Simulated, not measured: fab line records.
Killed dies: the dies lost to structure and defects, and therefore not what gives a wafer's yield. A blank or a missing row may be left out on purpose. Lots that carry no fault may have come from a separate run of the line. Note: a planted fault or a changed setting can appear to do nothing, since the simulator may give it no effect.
The tool behind it: which one? ; flow gf180mcu ; 6 lots, 18 wafers sampled, at 2 steps of a route of 602

== WHAT EACH GAUGE READ, for each wafer ==
GF_MIM_RS_MEAS_10: a four-point-probe measurement.
lot;measured;on;MIM_ALCU_RS (ohm/sq)
L262;day 24 23:52;film metro-02;0.1637 0.1626 0.1615
L266;day 26 17:10;film metro-01;0.1608 0.1624 0.1603
L272;day 28 10:09;film metro-02;0.1596 0.1587 0.1616
L279;day 30 07:52;film metro-01;0.1594 0.1594 0.1599
L281;day 30 22:58;film metro-01;0.1596 0.1588 0.1586
L283;day 31 13:34;film metro-02;0.1614 0.1605 0.1595

== EACH LOT AND THE TOOL THAT RAN IT (in order: tool; ch and the chambers of the sampled wafers; start) ==
lot;GF_M3_SPUTTER_03
L262;pvd sputter-04, day 20 21:47
L266;pvd sputter-02, day 22 07:48
L272;pvd sputter-04, day 24 10:16
L279;pvd sputter-02, day 26 20:44
L281;pvd sputter-02, day 27 13:08
L283;pvd sputter-04, day 28 03:53
- GF_M3_SPUTTER_03: material Ti, target thk 10 nm, time 6.7 s.

== THE ANSWER, worked out from the rows above alone ==
Rule: the lots themselves supply what counts as usual. The widest of any qualifying gaps counts: lots, ordered by their means at a reading, are off when they make up no more than a third of the lots, leave a main group of 4 or more, and stand apart from it by 3 or more times the standard deviation of that group's means. The tables above print the reading to a certain number of digits; a main group whose means all agree to those digits is not used. Also off: a lot with no number at a reading for which 4 or more lots have one. Any other lot the step has rows for is counted as sound.
No lot is off at any reading shown: from this, nothing can be told.

== WHAT THE SIMULATOR HAD PUT IN ==
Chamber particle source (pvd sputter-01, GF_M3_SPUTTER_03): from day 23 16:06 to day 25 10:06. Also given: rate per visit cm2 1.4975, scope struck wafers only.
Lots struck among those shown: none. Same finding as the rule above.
